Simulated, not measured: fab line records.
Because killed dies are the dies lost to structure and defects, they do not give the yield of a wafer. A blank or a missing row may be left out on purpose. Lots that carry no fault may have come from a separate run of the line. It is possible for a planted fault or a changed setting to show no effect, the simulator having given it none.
2 desks looking at one fault :: flow gf180mcu :: every desk sees just its own numbers, and what lay behind them comes last

== FROM THE METROLOGY DESK ==
Lot by lot, what the gauges showed, no matter which tool ran the lot: averages of those sampled wafers that carry a number. The brackets show how far a lot's mean lies from the usual mean; more than 4 standard deviations puts the lot out of limits, marked OUT.
Columns: A = HV_LDD_01_OVL at GF_HV_LDD_OVL_MEAS_20, usual -0.1 nm; B = NSD_TW at GF_NSD_TW_MEAS_12, usual 4292; C = cd nm at GF_PSD_CD_MEAS_07, usual 400.5 nm; D = cd nm at GF_SAB_CD_MEAS_09, usual 420.1 nm
lot: L969
first seen here: day 10 18:25
A: 0.9
B: 4329
C: 401.6
D: 421.1

lot: L970
first seen here: day 11 01:51
A: 0.5
B: 4326
C: 399.6
D: 420.2

lot: L975
first seen here: day 12 23:31
A: -2.5
B: 4288
C: 397.3
D: 419.1

lot: L976
first seen here: day 13 01:22
A: 0.4
B: 4286
C: 375.9 (-10) OUT
D: 423.1

lot: L977
first seen here: day 13 11:01
A: 1.3
B: 4296
C: 387.0 (-5.6) OUT
D: 420.1

lot: L978
first seen here: day 13 18:01
A: 0.3
B: 4301
C: 385.2 (-6.4) OUT
D: 421.6

lot: L980
first seen here: day 14 08:13
A: -2.4
B: 4273
C: 390.2 (-4.3) OUT
D: 422.3

lot: L981
first seen here: day 14 19:11
A: 2.2
B: 4325
C: 396.6
D: 414.7

lot: L983
first seen here: day 15 06:35
A: -0.1
B: 4260
C: 398.5
D: 421.6

lot: L985
first seen here: day 15 22:35
A: 1.5
B: 4286
C: 397.4
D: 421.9

lot: L986
first seen here: day 16 07:25
A: 0.5
B: 4328
C: 400.8
D: 419.3

lot: L987
first seen here: day 16 16:18
A: -0.2
B: 4268
C: 401.5
D: 414.4

lot: L991
first seen here: day 17 22:20
A: 0.1
B: 4280
C: 402.1
D: 424.4
Finding of this desk: L976, L977, L978, L980 out of limits; the first was L976 at day 16 19:43, on cd nm at GF_PSD_CD_MEAS_07. L969, L970, L975, L981, L983, L985, L986, L987, L991 stayed within limits.

== TOOL OWNER'S DESK, iline stepper-02 ==
The tool's own readings at GF_PSD_EXPOSE_04 (exposes mask Pplus, target cd 400 nm): means of the sampled wafers that have a number, for each lot that ran on this tool. The brackets show how far a lot's mean lies from the usual mean; more than 4 standard deviations puts the lot out of limits, marked OUT.
Columns: A = exposure dose mJ cm2 at GF_PSD_EXPOSE_04, usual 140.02; B = focus offset nm at GF_PSD_EXPOSE_04, usual 0.1 nm; C = reticle temp C at GF_PSD_EXPOSE_04, usual 22.99 C
lot: L969
first seen here: day 13 19:04
A: 140.19
B: 0.0
C: 23.05

lot: L975
first seen here: day 16 07:02
A: 140.11
B: 0.2
C: 23.02

lot: L976
first seen here: day 16 08:49
A: 129.89 (-68) OUT
B: 0.4
C: 23.05

lot: L977
first seen here: day 16 21:40
A: 132.00 (-53) OUT
B: 0.4
C: 23.02

lot: L978
first seen here: day 17 03:03
A: 132.06 (-53) OUT
B: -0.2
C: 22.97

lot: L980
first seen here: day 17 21:01
A: 134.88 (-34) OUT
B: -0.1
C: 22.95
Finding of this desk: L976, L977, L978, L980 out of limits; the first was L976 at day 16 08:49, on exposure dose mJ cm2 at GF_PSD_EXPOSE_04. L969, L975 stayed within limits.

== ALL TOGETHER ==
At day 16 08:49, on L976, L977, L978, L980, the tool owner's desk was in a position to raise an alarm.
L976, L977, L978, L980 would have let the metrology desk raise an alarm at day 16 19:43.
On iline stepper-02, each named lot ran GF_PSD_EXPOSE_04.

== WHAT WAS PUT IN BY THE SIMULATOR ==
Drift in process parameters on iline stepper-02 at GF_PSD_EXPOSE_04, starting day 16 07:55. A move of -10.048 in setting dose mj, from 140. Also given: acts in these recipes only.
Struck lots among those shown: L976, L977, L978, L980.
Hours from the fault's start to each desk's first reading out of limits: the tool owner's desk, 1; the metrology desk, 12.
